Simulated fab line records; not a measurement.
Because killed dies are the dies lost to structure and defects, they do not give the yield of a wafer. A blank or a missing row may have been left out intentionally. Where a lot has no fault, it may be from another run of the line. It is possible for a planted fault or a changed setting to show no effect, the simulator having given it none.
One fault seen from 2 desks -- flow gf180mcu -- every desk sees just its own numbers, and what lay behind them comes last

## AT THE METROLOGY DESK
Lot by lot, what the gauges showed, no matter which tool ran the lot: averages of those sampled wafers that carry a number. Any lot whose mean is over 4 standard deviations away from the usual mean is out of limits and marked OUT; that distance is given in the brackets.
Columns: A = STI_OXIDATION_02_THK at GF_STI_THK_MEAS_30, usual 10.08 nm
lot,first seen here,A
L223,day 3 06:07,10.04
L226,day 3 21:17,9.79
L230,day 4 16:17,10.22
L234,day 5 10:58,10.09
L237,day 6 02:48,10.18
L238,day 6 08:20,9.97
This desk found nothing out of limits on any of the 6 lots.

## FOR THE TOOL OWNER'S DESK: implanter-02
The tool's own readings at GF_DNWELL_IMPLANT_07, given as means over the sampled wafers that have a number, one for each lot that went through this tool. Any lot whose mean is over 4 standard deviations away from the usual mean is out of limits and marked OUT; that distance is given in the brackets.
Columns: A = dose-ions-cm2 at GF_DNWELL_IMPLANT_07, usual 9.999e+12; B = faraday-current-uA at GF_DNWELL_IMPLANT_07, usual 56.3
lot,first seen here,A,B
L223,day 3 18:46,9.996e+12,55.3
L226,day 4 10:30,9.298e+12 (-58) OUT,53.1
L230,day 5 06:20,9.306e+12 (-58) OUT,52.1
Finding of this desk: L226, L230 out of limits; the first was L226 at day 4 10:30, on dose-ions-cm2 at GF_DNWELL_IMPLANT_07. L223 stayed within limits.

## PUT TOGETHER
At day 4 10:30, on L226, L230, the tool owner's desk was in a position to raise an alarm.
At the metrology desk, nothing out of limits was observed.
The metrology desk holds a record of L226, L230, inside its limits.
The lots listed all ran GF_DNWELL_IMPLANT_07 on implanter-02.

## WHAT WAS PUT IN BY THE SIMULATOR
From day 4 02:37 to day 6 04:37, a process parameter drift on implanter-02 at GF_DNWELL_IMPLANT_07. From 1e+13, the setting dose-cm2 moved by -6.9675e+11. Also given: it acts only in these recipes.
Struck lots among those shown: L226, L230.
Each desk's first reading out of limits, in hours after the fault started: the tool owner's desk, 8.
